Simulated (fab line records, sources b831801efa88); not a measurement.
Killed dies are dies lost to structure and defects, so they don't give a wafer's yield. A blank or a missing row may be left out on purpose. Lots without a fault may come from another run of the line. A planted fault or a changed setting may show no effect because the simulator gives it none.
Which tool did it? | flow sky130 | 6 lots, 18 wafers sampled, at 2 steps of a route of 708

WHAT THE GAUGES READ, wafer by wafer
SKY_VT_ADJUST_PCH_OVL_MEAS_07.
lot  | measured     | on         | VT_ADJUST_PCH_OVL (nm)
L810 | day 11 11:56 | overlay-02 | 1.8 0.9 1.1
L812 | day 12 00:47 | overlay-02 | -0.6 0.2 -2.8
L817 | day 13 11:32 | overlay-01 | 0.7 1.1 2.2
L823 | day 15 16:35 | overlay-01 | -0.6 1.9 2.1
L825 | day 16 04:02 | overlay-01 | 3.0 2.7 0.6
L829 | day 17 11:53 | overlay-02 | -0.4 0.0 0.5

WHICH TOOL RAN EACH LOT (tool, then ch and the chambers of the sampled wafers, then the start)
lot  | SKY_VT_ADJUST_PCH_EXPOSE_04
L810 | iline_stepper-02 ch 0, day 11 00:07
L812 | iline_stepper-01 ch 0, day 11 12:16
L817 | iline_stepper-02 ch 0, day 12 21:57
L823 | iline_stepper-01 ch 0, day 15 02:55
L825 | iline_stepper-02 ch 0, day 15 13:58
L829 | iline_stepper-02 ch 0, day 16 21:26
- SKY_VT_ADJUST_PCH_EXPOSE_04: exposes mask NWM, target cd 840 nm.

THE ANSWER, worked out from the rows above alone
Rule: what is usual is taken from the lots themselves. Put in order of their means at a reading, lots are off if they are a third of the lots or fewer, leave a main group of 4 or more, and stand apart from it by a gap of 3 or more times the standard deviation of the main group's means; of several such gaps the widest counts. A main group whose means are all the same, to the digits that the tables above print for the reading, isn't used. A lot without any number at a reading at which 4 lots or more have one is off too. The other lots that the step has rows for count as sound.
No lot is off at any reading shown: from this, nothing can be told.

WHAT THE SIMULATOR HAD PUT IN
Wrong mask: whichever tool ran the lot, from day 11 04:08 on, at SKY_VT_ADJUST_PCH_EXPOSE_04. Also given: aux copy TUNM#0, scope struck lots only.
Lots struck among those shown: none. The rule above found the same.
